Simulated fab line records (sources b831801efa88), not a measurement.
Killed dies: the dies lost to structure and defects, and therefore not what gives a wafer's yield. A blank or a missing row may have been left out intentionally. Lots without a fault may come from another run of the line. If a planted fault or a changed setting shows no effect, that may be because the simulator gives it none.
Which of the tools did it? -- flow sky130 -- 33 wafers from 11 lots sampled at 5 of the route's 708 steps

== WHAT EACH GAUGE READ, for each wafer ==
SKY_SONOS_ONO_THK_MEAS_03.
lot,measured,on,SONOS_ONO_CVD_02_THK (nm)
L192,day 11 23:37,film-metro-01,10.67 10.60 10.56
L194,day 12 19:25,film-metro-01,10.74 10.86 10.79
L196,day 13 04:35,film-metro-01,10.53 10.46 10.52
L198,day 13 16:32,film-metro-02,10.47 10.53 10.42
L199,day 14 01:19,film-metro-03,10.62 10.58 10.59
L200,day 14 04:09,film-metro-03,10.53 10.71 10.63
L207,day 16 23:53,film-metro-03,10.44 10.48 10.39
L208,day 16 23:53,film-metro-02,10.36 10.41 10.39
L210,day 17 16:34,film-metro-03,10.41 10.59 10.56
L211,day 17 22:47,film-metro-02,10.38 10.41 10.43
L213,day 18 11:31,film-metro-01,10.57 10.56 10.46

SKY_POLY_GATE_THK_MEAS_04.
lot,measured,on,POLY_GATE_CVD_03_THK (nm)
L192,day 15 16:07,film-metro-01,74.5 74.9 74.9
L194,day 16 13:02,film-metro-04,74.3 74.3 75.0
L196,day 16 22:51,film-metro-04,74.6 74.5 74.3
L198,day 17 17:56,film-metro-04,76.3 75.2 75.8
L199,day 18 10:28,film-metro-04,76.0 75.1 75.2
L200,day 18 10:29,film-metro-01,74.7 74.5 75.2
L207,day 21 06:24,film-metro-01,74.3 75.0 74.7
L208,day 21 07:46,film-metro-02,75.7 76.1 76.0
L210,day 21 18:23,film-metro-01,75.9 76.5 75.9
L211,day 22 01:08,film-metro-02,76.0 75.7 75.6
L213,day 22 14:16,film-metro-04,75.3 75.2 75.2

== TOOL THAT RAN EACH LOT (tool first, then ch and the chambers of the sampled wafers, then the start) ==
lot,SKY_SONOS_ONO_STRIP_17,SKY_POLY_GATE_IMPLANT_02,SKY_RES_PROTECT_STRIP_07
L192,"plasma-asher-04 ch 0, day 12 23:26","implanter-04 ch 0, day 15 11:38","plasma-asher-02 ch 0,1, day 15 11:46"
L194,"plasma-asher-02 ch 0,1, day 13 20:56","implanter-04 ch 0, day 16 11:17","plasma-asher-04 ch 0, day 16 11:26"
L196,"plasma-asher-01 ch 0,1, day 14 07:16","implanter-02 ch 0, day 16 19:30","plasma-asher-04 ch 0,1, day 16 19:37"
L198,"plasma-asher-01 ch 0,1, day 14 20:35","implanter-02 ch 0, day 17 16:05","plasma-asher-03 ch 0,1, day 17 16:14"
L199,"plasma-asher-01 ch 0,1, day 15 05:48","implanter-02 ch 0, day 18 04:05","plasma-asher-02 ch 0,1, day 18 04:13"
L200,"plasma-asher-04 ch 0,1, day 15 08:16","implanter-01 ch 0, day 18 04:32","plasma-asher-02 ch 0,1, day 18 04:40"
L207,"plasma-asher-01 ch 0,1, day 18 04:20","implanter-04 ch 0, day 21 04:42","plasma-asher-03 ch 0,1, day 21 04:50"
L208,"plasma-asher-01 ch 0,1, day 18 04:38","implanter-02 ch 0, day 21 04:55","plasma-asher-02 ch 0,1, day 21 05:02"
L210,"plasma-asher-04 ch 0,1, day 18 20:38","implanter-02 ch 0, day 21 16:40","plasma-asher-02 ch 0,1, day 21 16:49"
L211,"plasma-asher-02 ch 1, day 19 05:19","implanter-01 ch 0, day 21 23:26","plasma-asher-04 ch 0,1, day 21 23:35"
L213,"plasma-asher-02 ch 1, day 19 18:22","implanter-04 ch 0, day 22 12:07","plasma-asher-02 ch 0,1, day 22 12:14"
- SKY_SONOS_ONO_STRIP_17: strips in O2/N2.
- SKY_POLY_GATE_IMPLANT_02
- SKY_RES_PROTECT_STRIP_07: strips in O2/N2.

== WHAT THE TOOLS THEMSELVES READ (means of the sampled wafers that have a number; where no wafer has one, the mark that the record gives instead) ==
SKY_SONOS_ONO_STRIP_17.
lot,tool,drypump-motor-current-A (A),n2-flow-sccm (sccm),oes-product-au (a.u.),strip-time-to-endpoint-s (s)
L192,plasma-asher-04,5.4,299.7,0.707,14.11
L194,plasma-asher-02,5.9,299.3,0.709,14.07
L196,plasma-asher-01,5.7,300.2,0.710,14.04
L198,plasma-asher-01,5.8,300.2,0.709,14.12
L199,plasma-asher-01,5.9,299.2,0.707,14.14
L200,plasma-asher-04,5.6,300.1,0.713,14.10
L207,plasma-asher-01,5.9,299.3,0.711,14.09
L208,plasma-asher-01,5.9,300.6,0.709,14.10
L210,plasma-asher-04,5.6,300.6,0.711,14.08
L211,plasma-asher-02,5.4,300.7,0.709,14.06
L213,plasma-asher-02,5.4,299.9,0.711,14.08

SKY_POLY_GATE_IMPLANT_02.
lot,tool,beam-energy-keV,beam-on-s (s)
L192,implanter-04,30.021,37
L194,implanter-04,29.994,37
L196,implanter-02,29.999,44
L198,implanter-02,30.022,54
L199,implanter-02,30.000,53
L200,implanter-01,30.000,32
L207,implanter-04,29.989,37
L208,implanter-02,29.993,43
L210,implanter-02,30.010,43
L211,implanter-01,30.005,32
L213,implanter-04,29.992,37

SKY_RES_PROTECT_STRIP_07.
lot,tool,drypump-motor-current-A (A),n2-flow-sccm (sccm),oes-product-au (a.u.),strip-time-to-endpoint-s (s)
L192,plasma-asher-02,6.0,299.4,0.519,23.24
L194,plasma-asher-04,5.3,299.9,0.519,23.26
L196,plasma-asher-04,5.5,299.6,0.519,23.34
L198,plasma-asher-03,6.2,299.6,0.506,24.19
L199,plasma-asher-02,5.7,299.7,0.508,24.21
L200,plasma-asher-02,6.0,299.7,0.517,23.30
L207,plasma-asher-03,6.2,299.4,0.519,23.28
L208,plasma-asher-02,5.7,299.6,0.517,23.28
L210,plasma-asher-02,6.0,299.8,0.515,23.31
L211,plasma-asher-04,5.5,299.8,0.517,23.23
L213,plasma-asher-02,5.7,300.0,0.520,23.28

== THE ANSWER, worked out from the rows above alone ==
Rule: what is usual is taken from the lots themselves. Put in order of their means at a reading, lots are off if they are a third of the lots or fewer, leave a main group of 4 or more, and stand apart from it by a gap of 3 or more times the standard deviation of the main group's means; of several such gaps the widest counts. A main group is skipped when, at the precision printed for the reading in the tables above, its means are all equal. Also off: a lot with no number at a reading for which 4 or more lots have one. All remaining lots with rows at the step are treated as sound. First the gauges in route order, then the tools' own readings, where a lot's mean is used as printed above. At the first step where some lot is off, the reading lying furthest off is the one used; lots without a number count as furthest.
Off at SKY_RES_PROTECT_STRIP_07 (strip-time-to-endpoint-s): L198, L199. The main group: mean 23.28 s, standard deviation 0.032.
If a tool, at that step or one of the process steps before it, ran each lot that is off and ran no sound lot following the first of them, it fits. None of those tried fits.

== WHAT HAD BEEN PUT IN BY THE SIMULATOR ==
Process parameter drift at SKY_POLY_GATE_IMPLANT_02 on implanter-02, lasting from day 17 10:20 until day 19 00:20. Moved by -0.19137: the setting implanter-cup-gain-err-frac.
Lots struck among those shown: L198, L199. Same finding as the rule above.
